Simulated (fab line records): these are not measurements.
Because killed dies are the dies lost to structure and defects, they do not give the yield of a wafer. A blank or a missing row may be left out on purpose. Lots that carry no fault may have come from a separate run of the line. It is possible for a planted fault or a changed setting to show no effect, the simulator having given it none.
A single fault, viewed from 2 desks    flow gf180mcu    what lay behind the numbers comes last; until then each desk has only its own

## FOR THE TOOL OWNER'S DESK: pvdSputter-04
The tool's own readings at GF_M3_SPUTTER_03 (material Ti, target thk 10 nm, time 6.7 s): means of the sampled wafers that have a number, for each lot that ran on this tool. The brackets show how far a lot's mean lies from the usual mean; more than 4 standard deviations puts the lot out of limits, marked OUT.
Columns: A = throttleValvePct at GF_M3_SPUTTER_03, usual 30.1 %
lot   first seen here  A
L240  day 23 19:35     30.4
L250  day 26 19:42     30.6
L251  day 26 22:41     30.3
This desk's verdict: no lot among the 3 shows anything out of limits.

## THE METROLOGY DESK
Lot by lot, what the gauges showed, no matter which tool ran the lot: averages of those sampled wafers that carry a number. The brackets show how far a lot's mean lies from the usual mean; more than 4 standard deviations puts the lot out of limits, marked OUT.
Columns: A = V2_W_RS at GF_V2_RS_MEAS_24, usual 0.3291 ohm/sq; B = V2_W_THK at GF_V2_THK_MEAS_25, usual 345 nm
lot   first seen here  A       B
L231  day 20 06:58     0.3294  342
L238  day 23 06:56     0.3308  348
L240  day 23 18:56     0.3265  341
L250  day 26 19:05     0.3296  340
L251  day 26 22:04     0.3278  347
L254  day 28 12:16     0.3311  345
This desk's verdict: no lot among the 6 shows anything out of limits.

## ALL TOGETHER
The tool owner's desk saw nothing out of limits.
At the metrology desk, nothing out of limits was observed.

## WHAT HAD BEEN PUT IN BY THE SIMULATOR
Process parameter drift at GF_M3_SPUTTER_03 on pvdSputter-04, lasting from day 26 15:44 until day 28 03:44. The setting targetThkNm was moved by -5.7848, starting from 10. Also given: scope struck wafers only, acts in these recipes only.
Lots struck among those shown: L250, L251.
